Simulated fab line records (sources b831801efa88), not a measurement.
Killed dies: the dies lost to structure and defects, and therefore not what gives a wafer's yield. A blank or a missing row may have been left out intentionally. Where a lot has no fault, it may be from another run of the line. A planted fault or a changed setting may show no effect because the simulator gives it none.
Chamber matching ; flow gf180mcu ; GF_STI_CMP_25 on cmp-01 has 4 sister chambers
The step polishes, stops on Si3N4, t overpolish 33 s, target thk 524.6 nm. 4 wafers are shown with their chamber, then 9 later ones without.

## EACH WAFER AND ITS CHAMBER
wafer;chamber;time-to-endpoint-s (s)
L442.5;1;117
L454.5;0;129
L455.1;2;129
L455.6;3;122

## WAFERS WITH NO CHAMBER GIVEN
wafer;time-to-endpoint-s (s)
L456.2;123
L456.3;124
L456.4;128
L457.3;125
L457.5;119
L457.6;123
L458.1;126
L458.4;116
L458.6;118

## THE CHAMBER EACH PASSED THROUGH
wafer;from the rows above;in truth
L456.2;3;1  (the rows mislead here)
L456.3;can't be placed: 3 or 0 or 2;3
L456.4;can't be placed: 0 or 2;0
L457.3;can't be placed: 3 or 0 or 2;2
L457.5;can't be placed: 1 or 3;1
L457.6;3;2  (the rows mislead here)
L458.1;can't be placed: 0 or 2 or 3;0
L458.4;1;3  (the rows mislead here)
L458.6;can't be placed: 1 or 3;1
0 of 9 placed correctly. Not placeable from these rows: 6 (in 6, the candidates include the true chamber). 3 placed wrongly.
How it was worked out, from the rows above alone: a wafer's distance from a chamber is the root of the sum, over the readings, of the square of ((its reading less the chamber's mean) divided by the reading's scatter). The wafer belongs to the nearest chamber; if the next one is less than 2 further off, it can't be placed. The mean given for a chamber averages the wafers shown for that chamber. The scatter: with one shown wafer a chamber, the root of the mean of the squares of how far each hidden wafer lies from its nearest shown one.
